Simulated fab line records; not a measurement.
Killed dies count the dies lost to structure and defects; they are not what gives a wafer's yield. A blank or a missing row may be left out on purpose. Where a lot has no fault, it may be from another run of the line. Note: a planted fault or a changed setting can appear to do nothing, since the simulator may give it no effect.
Which tool is to blame?	flow sky130	24 lots, 72 wafers sampled, at 5 steps of a route of 708

## WHAT THE GAUGES SHOWED, per wafer
SKY_METAL3_CD_MEAS_13 targets a cd of 300 nm. Usual: cd_nm 300.0 nm, standard deviation 1.7.
lot	measured	on	cd_nm (nm)	flag
L074	day 38 05:02	cd_sem-02	297.4 299.0 299.9	
L075	day 38 16:35	cd_sem-01	302.3 302.2 300.6	
L076	day 40 06:39	cd_sem-01	300.9 300.8 301.3	
L077	day 40 03:08	cd_sem-02	301.2 301.3 300.7	
L078	day 40 06:18	cd_sem-02	300.9 300.8 300.9	
L079	day 40 07:00	cd_sem-02	299.1 299.2 299.2	
L080	day 40 10:05	cd_sem-02	299.8 300.6 300.0	
L081	day 40 16:05	cd_sem-01	299.4 298.8 299.1	
L082	day 40 19:02	cd_sem-02	300.0 298.8 300.6	
L083	day 41 01:05	cd_sem-02	300.4 300.9 299.2	
L084	day 41 12:55	cd_sem-02	300.5 300.6 300.9	
L085	day 42 00:55	cd_sem-02	302.0 302.4 301.9	
L086	day 42 11:05	cd_sem-02	298.5 298.9 300.1	
L087	day 42 14:28	cd_sem-01	301.0 300.3 299.7	
L088	day 42 15:28	cd_sem-01	295.8 297.4 297.5	
L089	day 42 18:16	cd_sem-02	298.4 298.7 298.9	
L090	day 43 07:02	cd_sem-02	297.3 299.1 298.3	
L091	day 43 07:33	cd_sem-02	300.3 299.6 300.8	
L092	day 44 00:20	cd_sem-02	296.0 296.5 297.8	
L093	day 44 05:11	cd_sem-01	300.6 300.4 300.4	
L094	day 44 13:11	cd_sem-01	299.7 298.8 300.1	
L095	day 44 10:42	cd_sem-01	303.3 304.4 303.7	
L096	day 44 15:40	cd_sem-01	302.6 299.6 300.7	
L097	day 44 19:42	cd_sem-02	300.3 299.9 300.5	

SKY_METAL3_OVL_MEAS_14. Usual: METAL3_OVL typically reads 1 nm, with standard deviation 5.9.
lot	measured	on	METAL3_OVL (nm)	flag
L074	day 38 05:09	overlay-02	1 0 3	
L075	day 38 16:43	overlay-02	1 -3 -8	
L076	day 40 06:45	overlay-02	-2 8 5	
L077	day 40 03:16	overlay-01	6 11 1	
L078	day 40 06:24	overlay-02	7 5 7	
L079	day 40 07:06	overlay-01	2 -4 4	
L080	day 40 10:12	overlay-01	1 5 2	
L081	day 40 16:13	overlay-02	6 -2 6	
L082	day 40 19:09	overlay-02	-4 -11 -4	
L083	day 41 01:13	overlay-02	4 -3 -6	
L084	day 41 13:02	overlay-01	-1 -5 -3	
L085	day 42 01:02	overlay-01	-10 -8 -12	
L086	day 42 11:10	overlay-02	9 -3 4	
L087	day 42 14:35	overlay-01	-8 -6 -3	
L088	day 42 15:33	overlay-01	6 7 11	
L089	day 42 18:23	overlay-02	7 3 -3	
L090	day 43 07:10	overlay-02	-8 -9 -6	
L091	day 43 07:38	overlay-02	-3 -3 -6	
L092	day 44 00:28	overlay-01	-7 -9 -2	
L093	day 44 05:19	overlay-02	6 7 2	
L094	day 44 13:16	overlay-02	8 6 8	
L095	day 44 10:48	overlay-02	2 0 2	
L096	day 44 15:47	overlay-01	0 2 -7	
L097	day 44 19:48	overlay-02	5 8 5	

## TOOL THAT RAN EACH LOT (tool first, then ch and the chambers of the sampled wafers, then the start)
lot	SKY_FIELD_ISO_CMP_27	SKY_DNWELL_STRIP_08	SKY_LDD_HVN_STRIP_09
L074	cmp-01 ch 1,2,3, day 2 08:50	plasma_asher-04 ch 0,1, day 3 03:07	plasma_asher-03 ch 0,1, day 19 23:29
L075	cmp-01 ch 1,2,3, day 2 17:36	plasma_asher-03 ch 0,1, day 3 12:32	plasma_asher-04 ch 0,1, day 20 15:41
L076	cmp-01 ch 0,1, day 2 23:36	plasma_asher-04 ch 0,1, day 3 17:58	plasma_asher-03 ch 0,1, day 21 08:26
L077	cmp-02 ch 0,1,2, day 3 01:32	plasma_asher-01 ch 1, day 3 19:28	plasma_asher-02 ch 0,1, day 21 08:08
L078	cmp-01 ch 0,3, day 3 05:31	plasma_asher-03 ch 0,1, day 4 00:08	plasma_asher-02 ch 1, day 21 14:53
L079	cmp-02 ch 0,2,3, day 3 12:41	plasma_asher-03 ch 0,1, day 4 07:32	plasma_asher-02 ch 0,1, day 21 18:53
L080	cmp-02 ch 0,1,2, day 3 17:50	plasma_asher-03 ch 0,1, day 4 14:07	plasma_asher-02 ch 0,1, day 22 18:32
L081	cmp-01 ch 1,2,3, day 3 23:56	plasma_asher-04 ch 0,1, day 4 20:36	plasma_asher-03 ch 0,1, day 23 01:41
L082	cmp-01 ch 0,2,3, day 4 04:11	plasma_asher-03 ch 0,1, day 4 23:16	plasma_asher-03 ch 0,1, day 23 05:58
L083	cmp-01 ch 1,3, day 4 07:34	plasma_asher-04 ch 0,1, day 5 02:56	plasma_asher-03 ch 0,1, day 23 13:47
L084	cmp-02 ch 0,2, day 4 13:46	plasma_asher-03 ch 1, day 5 12:29	plasma_asher-02 ch 1, day 24 03:11
L085	cmp-02 ch 0,2,3, day 4 22:50	plasma_asher-04 ch 1, day 5 21:02	plasma_asher-04 ch 0,1, day 24 16:26
L086	cmp-01 ch 0,1,3, day 5 01:49	plasma_asher-03 ch 0,1, day 5 22:17	plasma_asher-03 ch 0,1, day 25 04:35
L087	cmp-02 ch 1,2,3, day 5 04:44	plasma_asher-01 ch 0,1, day 6 03:07	plasma_asher-03 ch 0,1, day 25 08:53
L088	cmp-02 ch 0,2,3, day 5 10:32	plasma_asher-04 ch 0,1, day 6 08:40	plasma_asher-02 ch 0,1, day 25 10:28
L089	cmp-01 ch 0,1,3, day 5 18:18	plasma_asher-01 ch 0,1, day 6 15:25	plasma_asher-02 ch 0,1, day 25 18:20
L090	cmp-02 ch 0,1,3, day 6 00:12	plasma_asher-03 ch 0,1, day 6 21:02	plasma_asher-04 ch 0,1, day 26 02:59
L091	cmp-01 ch 0,1,3, day 6 00:49	plasma_asher-03 ch 0,1, day 6 21:52	plasma_asher-04 ch 0,1, day 26 05:11
L092	cmp-01 ch 0,2,3, day 6 12:58	plasma_asher-04 ch 0,1, day 7 16:28	plasma_asher-04 ch 0,1, day 27 07:01
L093	cmp-01 ch 0,1,3, day 6 15:50	plasma_asher-01 ch 0,1, day 7 16:32	plasma_asher-04 ch 0,1, day 27 11:23
L094	cmp-02 ch 0,1,3, day 7 00:26	plasma_asher-03 ch 0,1, day 8 01:28	plasma_asher-02 ch 0,1, day 27 22:07
L095	cmp-02 ch 2,3, day 7 00:35	plasma_asher-01 ch 0,1, day 8 01:01	plasma_asher-04 ch 0,1, day 27 17:11
L096	cmp-02 ch 1,2, day 7 03:26	plasma_asher-04 ch 0,1, day 8 03:20	plasma_asher-04 ch 0,1, day 28 04:53
L097	cmp-01 ch 0,1,2, day 7 08:44	plasma_asher-01 ch 0,1, day 8 07:29	plasma_asher-02 ch 0,1, day 28 08:53
- SKY_FIELD_ISO_CMP_27: polishes, stops on Si3N4, t overpolish 16 s, target thk 457.8 nm.
- SKY_DNWELL_STRIP_08: strips in O2/N2.
- SKY_LDD_HVN_STRIP_09: strips in O2/N2.

## WHAT THE TOOLS THEMSELVES READ (means of the sampled wafers that have a number; where no wafer has one, the mark that the record gives instead)
SKY_FIELD_ISO_CMP_27. Usual: motor_current_A 11.8 A, standard deviation 1.1; overpolish_run_s 16.001 s, standard deviation 0.0087; time_to_endpoint_s 110 s, standard deviation 3.9.
lot	tool	motor_current_A (A)	overpolish_run_s (s)	time_to_endpoint_s (s)	flag
L074	cmp-01	11.7	15.998	111	
L075	cmp-01	11.5	15.994	118	
L076	cmp-01	12.2	15.999	116	
L077	cmp-02	12.5	16.005	110	
L078	cmp-01	10.9	16.008	115	
L079	cmp-02	12.0	15.990	107	
L080	cmp-02	12.5	16.003	109	
L081	cmp-01	11.9	15.997	111	
L082	cmp-01	10.7	16.009	111	
L083	cmp-01	12.5	16.003	109	
L084	cmp-02	11.8	15.997	105	
L085	cmp-02	11.7	16.006	106	
L086	cmp-01	11.8	16.004	112	
L087	cmp-02	12.5	16.000	109	
L088	cmp-02	11.6	16.009	108	
L089	cmp-01	11.5	15.993	107	
L090	cmp-02	12.5	16.010	109	
L091	cmp-01	11.9	15.998	109	
L092	cmp-01	10.9	15.998	110	
L093	cmp-01	11.5	15.999	105	
L094	cmp-02	12.3	16.000	109	
L095	cmp-02	11.7	15.991	106	
L096	cmp-02	12.9	16.001	111	
L097	cmp-01	11.5	16.012	112	

SKY_DNWELL_STRIP_08. Usual: chamber_pressure_mTorr 1500.1 mTorr, standard deviation 1.3; drypump_motor_current_A 5.8 A, standard deviation 0.61; oes_product_au 0.722 a.u., standard deviation 0.0042; strip_time_to_endpoint_s 36.92 s, standard deviation 0.093.
lot	tool	chamber_pressure_mTorr (mTorr)	drypump_motor_current_A (A)	oes_product_au (a.u.)	strip_time_to_endpoint_s (s)	flag
L074	plasma_asher-04	1500.0	5.5	0.724	36.97	
L075	plasma_asher-03	1499.2	5.7	0.722	36.88	
L076	plasma_asher-04	1499.6	5.5	0.724	36.97	
L077	plasma_asher-01	1499.2	6.6	0.722	36.86	
L078	plasma_asher-03	1500.1	5.6	0.724	37.02	
L079	plasma_asher-03	1499.9	5.6	0.720	37.06	
L080	plasma_asher-03	1498.9	5.6	0.719	36.98	
L081	plasma_asher-04	1499.4	5.5	0.722	36.86	
L082	plasma_asher-03	1501.2	5.6	0.724	36.92	
L083	plasma_asher-04	1499.2	5.5	0.722	37.14	
L084	plasma_asher-03	1500.4	6.5	0.726	36.81	
L085	plasma_asher-04	1499.7	5.2	0.721	36.98	
L086	plasma_asher-03	1499.9	5.6	0.717	36.85	
L087	plasma_asher-01	1499.5	6.1	0.724	37.01	
L088	plasma_asher-04	1499.5	5.5	0.720	36.88	
L089	plasma_asher-01	1501.2	6.1	0.722	36.74	
L090	plasma_asher-03	1499.3	6.1	0.720	36.91	
L091	plasma_asher-03	1499.9	6.1	0.720	36.97	
L092	plasma_asher-04	1501.0	5.8	0.723	36.87	
L093	plasma_asher-01	1499.4	5.7	0.719	36.98	
L094	plasma_asher-03	1500.0	6.1	0.721	36.90	
L095	plasma_asher-01	1499.6	5.7	0.720	36.84	
L096	plasma_asher-04	1500.9	5.5	0.719	36.85	
L097	plasma_asher-01	1499.5	6.1	0.721	36.99	

SKY_LDD_HVN_STRIP_09. Usual: chamber_pressure_mTorr 1500.1 mTorr, standard deviation 1.4; drypump_motor_current_A 5.7 A, standard deviation 0.55; oes_product_au 0.408 a.u., standard deviation 0.0049; strip_time_to_endpoint_s 4.137 s, standard deviation 0.015.
lot	tool	chamber_pressure_mTorr (mTorr)	drypump_motor_current_A (A)	oes_product_au (a.u.)	strip_time_to_endpoint_s (s)	flag
L074	plasma_asher-03	1499.6	6.1	0.413	4.124	
L075	plasma_asher-04	1500.6	5.8	0.408	4.117	
L076	plasma_asher-03	1499.5	6.1	0.407	4.117	
L077	plasma_asher-02	1501.2	5.7	0.417	4.130	
L078	plasma_asher-02	1499.1	5.1	0.405	4.153	
L079	plasma_asher-02	1499.9	5.8	0.409	4.142	
L080	plasma_asher-02	1501.2	5.7	0.410	4.138	
L081	plasma_asher-03	1499.5	6.1	0.407	4.138	
L082	plasma_asher-03	1501.2	5.7	0.409	4.155	
L083	plasma_asher-03	1499.6	6.1	0.411	4.134	
L084	plasma_asher-02	1499.3	5.1	0.404	4.127	
L085	plasma_asher-04	1501.0	5.8	0.409	4.135	
L086	plasma_asher-03	1499.7	5.6	0.411	4.131	
L087	plasma_asher-03	1499.9	5.6	0.406	4.158	
L088	plasma_asher-02	1500.8	5.4	0.405	4.136	
L089	plasma_asher-02	1499.3	5.4	0.409	4.137	
L090	plasma_asher-04	1498.1	5.5	0.408	4.145	
L091	plasma_asher-04	1501.8	5.5	0.408	4.126	
L092	plasma_asher-04	1500.6	5.5	0.411	4.137	
L093	plasma_asher-04	1500.0	5.5	0.405	4.151	
L094	plasma_asher-02	1500.5	5.4	0.414	4.123	
L095	plasma_asher-04	1499.2	5.9	0.405	4.130	
L096	plasma_asher-04	1501.2	5.5	0.411	4.131	
L097	plasma_asher-02	1499.7	5.7	0.408	4.146	

## THE ANSWER, worked out from the rows above alone
Rule: a lot counts as off when the mean over its wafers that have a number is more than 3 standard deviations away from the usual mean. Also off: a lot with no number at a reading for which 4 or more lots have one. All remaining lots with rows at the step are treated as sound. The gauges are gone through in route order, then the tools' own readings, and for those a lot's mean is taken as printed above. The first step at which some lot is off is used, and at that step the reading that is off furthest; a lot without a number counts as furthest.
Across all readings shown, no lot is off: no conclusion can be drawn from this.

## WHAT THE SIMULATOR HAD INSERTED
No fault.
